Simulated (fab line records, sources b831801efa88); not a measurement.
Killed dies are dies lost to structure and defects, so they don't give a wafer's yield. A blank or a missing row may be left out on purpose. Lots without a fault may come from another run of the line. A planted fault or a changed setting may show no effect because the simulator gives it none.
fab line records | flow gf180mcu
record lots=7 wafers=21 last_day=34
route steps=602 shown V1@353 M2@362
lots that met no fault: from a run of the same line without faults
start_h: hours from the record's first day to the start of the lot's first wafer shown | wait_h: hours since the lot's step before | " the same as in the row above | L1.1+2: a row that stands for several wafers | - no value, or no start given | * or withheld: withheld | < > ~ a bound
route shown NAME@n: a module of which the file shows steps, and the number in the route of the first | usual: mean/standard deviation of fault-free wafers | same: alike in all rows | chamber/n: place in a boat | sites: the reading at each site | _std_site: their standard deviation | _edge_site: outer sites' mean less inner sites' | radius_mm: how far each site lies from the wafer's centre | mask NAME#n: copy n | behind: the tool/chamber that last shaped the wafer | hold: why the lot was held/for how many hours/how that ended | device: the transistor (n, p or np) that didn't switch | end of line: the same wafers' tests at the end of the route | a step without rows: its recipe alone | killed: dies lost to structure and defects at the first sort, not the wafer's yield | map: a wafer's dies, x killed, . not, _ none there
set.NAME: the setting as run; set.NAME@STEP: as run at that earlier step | model.NAME: the simulator's own value behind a step, which no gauge read
lots at some steps of the route; a table a step, a row a wafer
services: from which hour (start_h, from the record's first day; less than 0 if before it) a tool's chamber was out of use, for how many hours, and why
## steps
# step GF_V1_STRIP_18
# recipe chemistry=O2/N2 power_w=1400 pressure_mtorr=1500 platen_temp_c=250 o2_flow_sccm=3000 n2_flow_sccm=300 overash_fraction=0.5
# usual drypump_motor_current_A=5.9/0.33 heater_power_w=326/13 n2_flow_sccm=300.0/0.94 o2_flow_sccm=3001/9.5 oes_product_au=0.593/0.0048
# columns lot.wafer tool chamber start_h wait_h drypump_motor_current_A heater_power_w n2_flow_sccm o2_flow_sccm oes_product_au rf_hours_counter_h
L806.2 plasma_asher-01 0 426.49 - 5.6 303 298.3 2988 0.588 34
L806.4 " 1 " " 6.0 325 300.7 3013 0.586 -
L806.6 " 0 " " 5.6 304 299.3 2987 0.592 -
L812.2 plasma_asher-02 0 488.44 - 5.8 322 301.7 2976 0.592 67
L812.3 " 0 " " 5.8 329 300.2 2998 0.598 -
L812.4 " 1 " " 6.3 323 301.0 2991 0.594 -
L813.1 plasma_asher-02 1 498.36 - 6.3 331 301.5 2993 0.595 67
L813.4 " 1 " " 6.3 326 301.1 3003 0.589 -
L813.5 " 0 " " 5.8 327 301.4 3012 0.591 -
L814.1 plasma_asher-01 0 504.36 - 5.6 307 300.5 3014 0.591 42
L814.3 " 0 " " 5.6 297 298.7 3016 0.587 -
L814.5 " 1 " " 6.0 335 300.4 2997 0.599 -
L815.1 plasma_asher-04 1 513.32 - 5.3 314 298.3 3011 0.589 8
L815.2 " 0 " " 6.2 342 299.7 3001 0.602 8
L815.3 " 0 " " 6.2 342 300.3 2997 0.588 -
L822.1 plasma_asher-04 1 573.56 - 5.3 309 299.8 2997 0.587 14
L822.4 " 0 " " 6.3 351 299.4 2995 0.599 -
L822.5 " 1 " " 5.3 316 300.4 3007 0.598 -
L827.1 plasma_asher-02 1 607.97 - 6.3 337 299.0 2997 0.591 79
L827.4 " 1 " " 6.3 330 300.3 2982 0.590 -
L827.5 " 1 " " 6.3 327 299.5 2990 0.594 -
# step GF_V1_STRIP_19
# recipe chemistry=post_etch_residue_remover time_s=1200 temp_c=72.5
# step GF_V1_CLEAN_20
# recipe chemistry=DIW dry=n2_spin
# step GF_V1_SPUTTER_21
# recipe material=Ti target_thk_nm=15 chamber_pressure_pa=5 power_w=2500 substrate_temp_c=200 time_s=80.02
# step GF_V1_SPUTTER_22
# recipe material=TiN target_thk_nm=10 chamber_pressure_pa=5 power_w=4000 time_s=40
# usual cathode_dc_power_W=4000.0/0.74 chamber_pressure_pa=5.000/0.011 throttle_valve_pct=30.1/1.5
# columns lot.wafer tool chamber start_h wait_h cathode_dc_power_W chamber_pressure_pa throttle_valve_pct
L806.2 pvd_sputter-03 - 427.09 0.0 4000.6 4.989 31.7
L806.4 " - " " 4000.3 4.991 27.7
L806.6 " - " " 3999.7 5.021 30.1
L812.2 pvd_sputter-04 - 489.07 0.0 4000.3 5.003 30.9
L812.3 " - " " 4001.2 4.984 27.6
L812.4 " - " " 4000.1 4.992 30.9
L813.1 pvd_sputter-01 - 498.96 0.0 4000.4 4.990 29.4
L813.4 " - " " 4001.4 4.992 28.4
L813.5 " - " " 4000.2 4.993 29.5
L814.1 pvd_sputter-04 - 504.96 0.0 3999.3 5.006 31.4
L814.3 " - " " 3998.8 4.995 31.7
L814.5 " - " " 3999.6 5.007 28.3
L815.1 pvd_sputter-01 - 513.94 0.0 4001.4 5.008 30.5
L815.2 " - " " 3999.8 5.008 28.6
L815.3 " - " " 3998.7 4.983 29.2
L822.1 pvd_sputter-01 - 574.19 0.0 3999.6 4.996 29.3
L822.4 " - " " 4000.1 5.004 29.2
L822.5 " - " " 4000.0 5.012 28.3
L827.1 pvd_sputter-03 - 608.57 0.0 4000.1 4.999 31.5
L827.4 " - " " 3999.8 5.003 32.9
L827.5 " - " " 4000.4 4.985 31.9
# step GF_V1_CVD_23
# recipe material=W target_thk_nm=350 time_s=105.05 temp_c=400 pressure_torr=40
# step GF_V1_RS_MEAS_24
# recipe thk_meas_gauge=four-point-probe reads=W_of_V1_CVD_23+TiN_of_V1_SPUTTER_22+Ti_of_V1_SPUTTER_21
# usual V1_W_RS=0.327/0.0037
# columns lot.wafer tool chamber start_h wait_h V1_W_RS[ohm/sq]
L806.2 film_metro-01 - 427.26 0.1 0.333
L806.4 " - " " 0.328
L806.6 " - " " 0.331
L812.2 film_metro-03 - 489.24 0.1 0.324
L812.3 " - " " 0.326
L812.4 " - " " 0.324
L813.1 film_metro-03 - 499.11 0.1 0.326
L813.4 " - " " 0.327
L813.5 " - " " 0.329
L814.1 film_metro-03 - 505.11 0.1 0.327
L814.3 " - " " 0.326
L814.5 " - " " 0.323
L815.1 film_metro-02 - 514.10 0.1 0.331
L815.2 " - " " 0.330
L815.3 " - " " 0.332
L822.1 film_metro-02 - 574.34 0.1 0.323
L822.4 " - " " 0.326
L822.5 " - " " 0.328
L827.1 film_metro-03 - 608.72 0.1 0.328
L827.4 " - " " 0.330
L827.5 " - " " 0.330
# step GF_V1_THK_MEAS_25
# recipe thk_meas_gauge=xrf reads=W_of_V1_CVD_23
# usual V1_W_THK=351/5.2
# columns lot.wafer tool chamber start_h wait_h V1_W_THK[nm]
L806.2 film_metro-01 - 427.37 0.1 338
L806.4 " - " " 343
L806.6 " - " " 340
L812.2 film_metro-03 - 489.35 0.1 357
L812.3 " - " " 354
L812.4 " - " " 355
L813.1 film_metro-03 - 499.23 0.1 353
L813.4 " - " " 352
L813.5 " - " " 353
L814.1 film_metro-03 - 505.23 0.1 351
L814.3 " - " " 353
L814.5 " - " " 355
L815.1 film_metro-02 - 514.22 0.1 351
L815.2 " - " " 353
L815.3 " - " " 350
L822.1 film_metro-02 - 574.46 0.1 355
L822.4 " - " " 352
L822.5 " - " " 351
L827.1 film_metro-03 - 608.84 0.1 349
L827.4 " - " " 346
L827.5 " - " " 345
# step GF_V1_CMP_26
# recipe stop_on=SiO2 down_force_psi=3.5 platen_rpm=60 t_overpolish_s=15 target_thk_nm=0 pad_velocity_m_s=0.94248
# usual motor_current_A=11.6/1.1 overpolish_run_s=15.000/0.0096 time_to_endpoint_s=84/3.6
# columns lot.wafer tool chamber start_h wait_h motor_current_A overpolish_run_s time_to_endpoint_s
L806.4 cmp-01 2 427.52 0.1 12.9 15.005 79
L806.2 " 3 " " 12.8 15.006 81
L806.6 " 1 " " 11.9 14.999 83
L812.4 cmp-01 0 489.40 0.0 11.4 14.996 86
L812.3 " 1 " " 12.2 14.999 89
L812.2 " 3 " " 12.8 14.996 86
L813.4 cmp-02 2 499.34 0.1 9.0 15.019 90
L813.1 " 0 " " 11.7 14.994 85
L813.5 " 2 " " 9.4 14.986 89
L814.1 cmp-02 3 505.29 0.1 10.8 15.000 86
L814.3 " 0 " " 11.3 15.019 80
L814.5 " 0 " " 11.3 14.999 80
L815.2 cmp-02 1 514.28 0.0 11.7 15.004 86
L815.3 " 3 " " 11.0 15.007 89
L815.1 " 0 " " 11.8 14.999 83
L822.4 cmp-02 1 576.74 2.2 11.5 14.999 88
L822.1 " 2 " " 8.8 15.008 89
L822.5 " 1 " " 12.0 15.010 86
L827.1 cmp-01 3 608.95 0.1 13.5 15.012 85
L827.4 " 0 " " 11.2 15.006 83
L827.5 " 2 " " 12.5 14.989 79
# step GF_M2_SPUTTER_00
# recipe material=Ti target_thk_nm=37.5 arriving_ion_energy_ev=80 substrate_temp_c=200 chamber_pressure_pa=2 power_w=4000 time_s=150
# usual cathode_dc_power_W=4000.0/0.72 chamber_pressure_pa=2.000/0.0038 throttle_valve_pct=30.1/1.2
# columns lot.wafer tool chamber start_h wait_h cathode_dc_power_W chamber_pressure_pa throttle_valve_pct
L806.2 pvd_sputter-04 - 427.72 0.1 4000.7 1.999 28.0
L806.4 " - " " 4001.0 2.004 31.1
L806.6 " - " " 3999.8 1.998 31.2
L812.2 pvd_sputter-04 - 489.70 0.1 4000.5 1.999 31.6
L812.3 " - " " 4000.5 1.998 31.0
L812.4 " - " " 3999.4 2.007 28.0
L813.1 pvd_sputter-01 - 499.59 0.1 3999.7 2.001 28.3
L813.4 " - " " 3999.7 1.992 28.9
L813.5 " - " " 3999.3 2.000 29.7
L814.1 pvd_sputter-01 - 505.59 0.2 4000.6 2.002 28.5
L814.3 " - " " 4000.8 2.002 29.4
L814.5 " - " " 3999.6 2.005 29.4
L815.1 pvd_sputter-04 - 514.58 0.1 4000.6 1.999 31.4
L815.2 " - " " 4000.5 1.999 28.2
L815.3 " - " " 4001.1 2.003 30.8
L822.1 pvd_sputter-04 - 576.99 0.1 4000.4 2.001 31.0
L822.4 " - " " 4000.8 2.000 31.9
L822.5 " - " " 4000.7 1.998 27.9
L827.1 pvd_sputter-01 - 609.20 0.2 3999.5 2.003 30.8
L827.4 " - " " 3999.4 1.999 29.4
L827.5 " - " " 4000.7 1.998 29.4
# step GF_M2_SPUTTER_01
# recipe material=TiN target_thk_nm=30 power_w=6500 time_s=25 chamber_pressure_pa=0.4
# step GF_M2_SPUTTER_02
# recipe material=AlCu target_thk_nm=450 power_w=10600 time_s=23.9 chamber_pressure_pa=0.4
# step GF_M2_SPUTTER_03
# recipe material=Ti target_thk_nm=10 substrate_temp_c=300 chamber_pressure_pa=0.3 power_w=3000 time_s=6.7
# usual cathode_dc_power_W=3000.0/0.59 chamber_pressure_pa=0.3000/0.00052 throttle_valve_pct=30.1/1.2
# columns lot.wafer tool chamber start_h wait_h cathode_dc_power_W chamber_pressure_pa throttle_valve_pct
L806.2 pvd_sputter-04 - 427.88 0.0 3000.6 0.3000 28.0
L806.4 " - " " 3001.1 0.2999 31.1
L806.6 " - " " 2999.8 0.2994 31.2
L812.2 pvd_sputter-04 - 489.86 0.0 - - -
L812.3 " - " " - - -
L812.4 " - " " - - -
L813.1 pvd_sputter-01 - 499.75 0.0 - - -
L813.4 " - " " - - -
L813.5 " - " " - - -
L814.1 pvd_sputter-01 - 505.75 0.0 - - -
L814.3 " - " " - - -
L814.5 " - " " - - -
L815.1 pvd_sputter-04 - 514.74 0.0 2998.7 0.2995 31.3
L815.2 " - " " 2999.3 0.2992 28.0
L815.3 " - " " 3000.0 0.2998 30.9
L822.1 pvd_sputter-04 - 577.15 0.0 2999.9 0.2999 30.9
L822.4 " - " " 2999.8 0.3003 31.6
L822.5 " - " " 3000.1 0.2998 28.1
L827.1 pvd_sputter-01 - 609.36 0.0 3001.2 0.3000 30.4
L827.4 " - " " 2999.2 0.2999 29.2
L827.5 " - " " 2998.9 0.2993 29.2
# step GF_M2_SPUTTER_04
# recipe material=TiN target_thk_nm=50 power_w=6500 time_s=41.7 chamber_pressure_pa=0.4
# usual cathode_dc_power_W=6500.0/1 chamber_pressure_pa=0.4001/0.00073 throttle_valve_pct=30.1/1.2
# columns lot.wafer tool chamber start_h wait_h cathode_dc_power_W chamber_pressure_pa throttle_valve_pct
L806.2 pvd_sputter-04 - 427.90 0.0 6501.2 0.4004 28.1
L806.4 " - " " 6502.1 0.3994 31.1
L806.6 " - " " 6500.2 0.3996 31.2
L812.2 pvd_sputter-04 - 489.88 0.0 6498.9 0.4006 31.1
L812.3 " - " " 6498.6 0.4018 31.0
L812.4 " - " " 6498.1 0.4000 28.0
L813.1 pvd_sputter-01 - 499.77 0.0 6499.4 0.3987 28.3
L813.4 " - " " 6500.7 0.3996 29.2
L813.5 " - " " 6500.5 0.4001 29.0
L814.1 pvd_sputter-01 - 505.77 0.0 6500.7 0.4005 28.5
L814.3 " - " " 6499.2 0.4011 29.3
L814.5 " - " " 6500.0 0.4016 29.1
L815.1 pvd_sputter-04 - 514.76 0.0 6500.1 0.3994 31.1
L815.2 " - " " 6501.1 0.4010 27.7
L815.3 " - " " 6500.5 0.3997 30.8
L822.1 pvd_sputter-04 - 577.17 0.0 6499.1 0.3999 30.8
L822.4 " - " " 6501.6 0.3999 31.8
L822.5 " - " " 6499.9 0.3999 27.8
L827.1 pvd_sputter-01 - 609.38 0.0 6500.5 0.4001 30.6
L827.4 " - " " 6501.8 0.3999 29.4
L827.5 " - " " 6499.9 0.4000 29.3
## services
# columns tool chamber start_h hours kind
cmp-02 - 403.36 5.9 pm
cmp-01 - 404.00 4.0 pm
cmp-01 - 408.00 - consumable_replace:conditioner
cmp-01 - 408.00 - consumable_replace:pad
cmp-02 - 409.37 0.4 repair
plasma_asher-04 - 421.25 9.0 pm
plasma_asher-04 0 421.25 9.0 vent_cycle
plasma_asher-04 1 421.25 9.0 vent_cycle
plasma_asher-04 0 430.25 - clean
plasma_asher-01 - 433.12 1.1 repair
cmp-02 - 450.09 5.6 repair
pvd_sputter-01 - 450.34 9.0 repair
pvd_sputter-03 - 453.06 13.1 repair
pvd_sputter-01 - 456.40 1.1 repair
pvd_sputter-03 - 520.81 3.6 repair
plasma_asher-04 - 550.29 3.8 repair
cmp-01 - 561.55 9.4 pm
cmp-01 - 570.90 4.7 pm
cmp-02 - 572.39 4.0 pm
cmp-02 - 576.39 - consumable_replace:conditioner
cmp-02 - 576.39 - consumable_replace:pad
cmp-02 - 591.66 0.7 repair
pvd_sputter-04 - 597.68 0.6 repair
cmp-02 - 598.84 0.6 repair
## key
first_sign step=GF_M2_SPUTTER_03 reading=tool_record direction=missing
effect none on later readings
met_at GF_M2_SPUTTER_03
struck_wafers L812.2,L812.3,L812.4,L813.1,L813.4,L813.5,L814.1,L814.3,L814.5
later_rows_left_out L812.2,L812.3,L812.4,L813.1,L813.4,L813.5,L814.1,L814.3,L814.5
sort_left_out L812.2,L812.3,L812.4,L813.1,L813.4,L813.5,L814.1,L814.3,L814.5
onset_between 427.88 489.86
fault kind=skipped_step_whole tool=pvd_sputter-01,pvd_sputter-04 chamber=- onset_h=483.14 steps=GF_M2_SPUTTER_03 scope=struck_lots_only
# sort_left_out: the simulated sort isn't trusted on such a fault, so these wafers' sort isn't shown, and their yield isn't known
# later_rows_left_out: the simulator's readings of these wafers behind a module that went badly wrong aren't trusted and aren't shown, but for the sort
